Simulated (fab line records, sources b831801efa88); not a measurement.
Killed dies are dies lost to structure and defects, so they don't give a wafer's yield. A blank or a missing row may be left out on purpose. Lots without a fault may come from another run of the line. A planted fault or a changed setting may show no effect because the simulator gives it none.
One fault seen from 2 desks | flow sky130 | each desk has only its own numbers; what lay behind them comes last

THE TOOL OWNER'S DESK: hdpcvd-01
The tool's own readings at SKY_VIA4_HDPCVD_00 (deposits SiO2, target thk 1750 nm, time 291.7 s): means of the sampled wafers that have a number, for each lot that ran on this tool. A lot is out of limits, marked OUT, if its mean lies more than 4 standard deviations from the usual mean; the brackets give that distance.
Columns: A = run_length_s at SKY_VIA4_HDPCVD_00, usual 319.5 s
lot  | first seen here | A
L105 | day 43 05:41    | 319.8
L107 | day 43 06:14    | 319.5
L111 | day 44 02:32    | 319.7
L114 | day 44 23:21    | 332.8 (+23) OUT
This desk's finding: out of limits on L114; first on L114, day 44 23:21 (run_length_s at SKY_VIA4_HDPCVD_00). In limits: L105, L107, L111.

THE METROLOGY DESK
What the gauges read, lot by lot, whatever tool the lot ran on: means of the sampled wafers that have a number. A lot is out of limits, marked OUT, if its mean lies more than 4 standard deviations from the usual mean; the brackets give that distance.
Columns: A = METAL1_OVL at SKY_METAL1_OVL_MEAS_16, usual -2 nm; B = VIA4_HDPCVD_THK at SKY_VIA4_THK_MEAS_01, usual 1741 nm
lot  | first seen here | A  | B
L104 | day 33 12:11    | -9 | 1768
L105 | day 34 09:47    | -1 | 1736
L107 | day 34 10:59    | 0  | 1750
L106 | day 34 13:24    | -4 | 1761
L111 | day 35 12:17    | 0  | 1758
L114 | day 36 11:02    | 3  | 1813
L118 | day 37 19:32    | -2 | 1737
L120 | day 38 00:38    | 6  | 1753
L121 | day 38 08:47    | -8 | 1733
L124 | day 39 01:17    | -5 | 1757
L125 | day 39 16:14    | -7 | 1743
L127 | day 39 16:48    | -3 | 1766
This desk's finding: nothing out of limits on any of the 12 lots.

PUT TOGETHER
The tool owner's desk could have raised an alarm at day 44 23:21, on L114.
The metrology desk saw nothing out of limits.
The metrology desk has L114 on record, within its limits.
Of the lots named, all ran SKY_VIA4_HDPCVD_00 on hdpcvd-01.

WHAT THE SIMULATOR HAD PUT IN
Process parameter drift: hdpcvd-01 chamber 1, from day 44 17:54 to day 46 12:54, at SKY_VIA4_HDPCVD_00. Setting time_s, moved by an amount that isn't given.
Lots struck among those shown: L114.
Hours from the fault's start to each desk's first reading out of limits: the tool owner's desk, 5.
